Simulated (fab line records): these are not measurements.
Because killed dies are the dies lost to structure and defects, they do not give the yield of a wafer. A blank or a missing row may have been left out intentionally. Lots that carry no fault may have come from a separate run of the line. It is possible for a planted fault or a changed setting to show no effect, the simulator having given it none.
Chamber matching -- flow sky130 -- SKY_VIA3_ETCH_15 on rieDiel-04: 4 sister chambers
The step etches SiO2 in C4F8/O2/Ar, stops on TiN, target depth 507 nm, time 78 s. 16 wafers are shown with their chamber, then 8 later ones without.

== WAFERS PAIRED WITH THEIR CHAMBERS ==
wafer,chamber,oesProductAu (a.u.),chamberPressureMTorr (mTorr)
L075.1,0,0.947,40.01
L075.5,3,0.950,40.02
L075.6,2,0.948,40.00
L078.1,0,0.949,39.95
L078.2,2,0.953,39.97
L078.3,3,0.943,39.98
L079.1,2,0.943,39.99
L079.2,3,0.948,40.05
L079.5,2,0.941,39.97
L082.2,2,0.945,39.97
L082.3,3,0.944,40.02
L082.6,1,0.940,39.94
L083.2,0,0.943,40.01
L083.4,1,0.946,40.08
L083.6,2,0.944,39.95
L084.1,3,0.955,39.97

SIGNATURES (means of the wafers above)
reading,chamber 0,chamber 1,chamber 2,chamber 3,scatter within a chamber
oesProductAu,0.94633,0.94300,0.94567,0.94800,0.0043
chamberPressureMTorr,39.9900,40.0100,39.9750,40.0080,0.0388
Rule: distance of a wafer from a chamber = root of the sum over the readings of ((wafer's reading minus chamber's mean) / reading's scatter) squared. The wafer belongs to the nearest chamber; if the next one is less than 2 further off, it can't be placed. The scatter: take each reading less its chamber's mean, square it, sum over the shown wafers, divide by the number of wafers less the number of chambers, and take the root.

== WAFERS MISSING THEIR CHAMBER ==
wafer,oesProductAu (a.u.),chamberPressureMTorr (mTorr)
L084.4,0.937,40.03
L084.6,0.933,39.95
L089.2,0.948,40.04
L089.5,0.947,40.02
L089.6,0.948,40.01
L092.2,0.950,39.94
L092.4,0.951,40.02
L092.5,0.942,40.03

== WHICH CHAMBER EACH ONE RAN IN ==
wafer,from the rows above,in truth
L084.4,can't be placed: 1 or 0 or 2 or 3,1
L084.6,can't be placed: 1 or 2 or 0 or 3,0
L089.2,can't be placed: 3 or 0 or 1 or 2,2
L089.5,can't be placed: 3 or 0 or 1 or 2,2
L089.6,can't be placed: 3 or 0 or 2 or 1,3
L092.2,can't be placed: 2 or 0 or 3 or 1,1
L092.4,can't be placed: 3 or 0 or 2 or 1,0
L092.5,can't be placed: 1 or 0 or 3 or 2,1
0 of 8 placed correctly. Not placeable from these rows: 8 (in 8, the candidates include the true chamber). 0 placed wrongly.
